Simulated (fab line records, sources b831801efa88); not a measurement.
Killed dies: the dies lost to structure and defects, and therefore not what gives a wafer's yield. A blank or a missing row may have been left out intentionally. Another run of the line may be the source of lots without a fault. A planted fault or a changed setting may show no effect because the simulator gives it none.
Which tool was responsible? :: flow sky130 :: 18 wafers sampled from 6 lots at 1 step of a route of 708

== WHAT THE GAUGES SHOWED, per wafer ==
SKY_CONTACT_BOW_MEAS_05.
lot: L776
measured: day 31 02:58
on: film_metro-02
CONTACT_BOW (um): 86 91 81

lot: L778
measured: day 32 01:07
on: film_metro-04
CONTACT_BOW (um): 82 80 84

lot: L782
measured: day 32 19:56
on: film_metro-02
CONTACT_BOW (um): 88 76 83

lot: L784
measured: day 33 10:30
on: film_metro-04
CONTACT_BOW (um): 88 78 83

lot: L786
measured: day 34 05:16
on: film_metro-03
CONTACT_BOW (um): 77 78 84

lot: L789
measured: day 35 07:20
on: film_metro-02
CONTACT_BOW (um): 94 94 81

== WHAT TOOL EACH LOT RAN ON (gives the tool, then ch and the chambers of the sampled wafers, and finally the start) ==
The record shows no process step preceding these readings.

== THE ANSWER, worked out from the rows above alone ==
Rule: the usual values come from the lots themselves. The widest of any qualifying gaps counts: lots, ordered by their means at a reading, are off when they make up no more than a third of the lots, leave a main group of 4 or more, and stand apart from it by 3 or more times the standard deviation of that group's means. Not used: any main group whose means are identical at the precision the tables above print for the reading. Also off: a lot with no number at a reading for which 4 or more lots have one. All remaining lots with rows at the step are treated as sound.
Nothing can be told from this: no lot is off at any reading shown.

== WHAT THE SIMULATOR HAD PUT IN ==
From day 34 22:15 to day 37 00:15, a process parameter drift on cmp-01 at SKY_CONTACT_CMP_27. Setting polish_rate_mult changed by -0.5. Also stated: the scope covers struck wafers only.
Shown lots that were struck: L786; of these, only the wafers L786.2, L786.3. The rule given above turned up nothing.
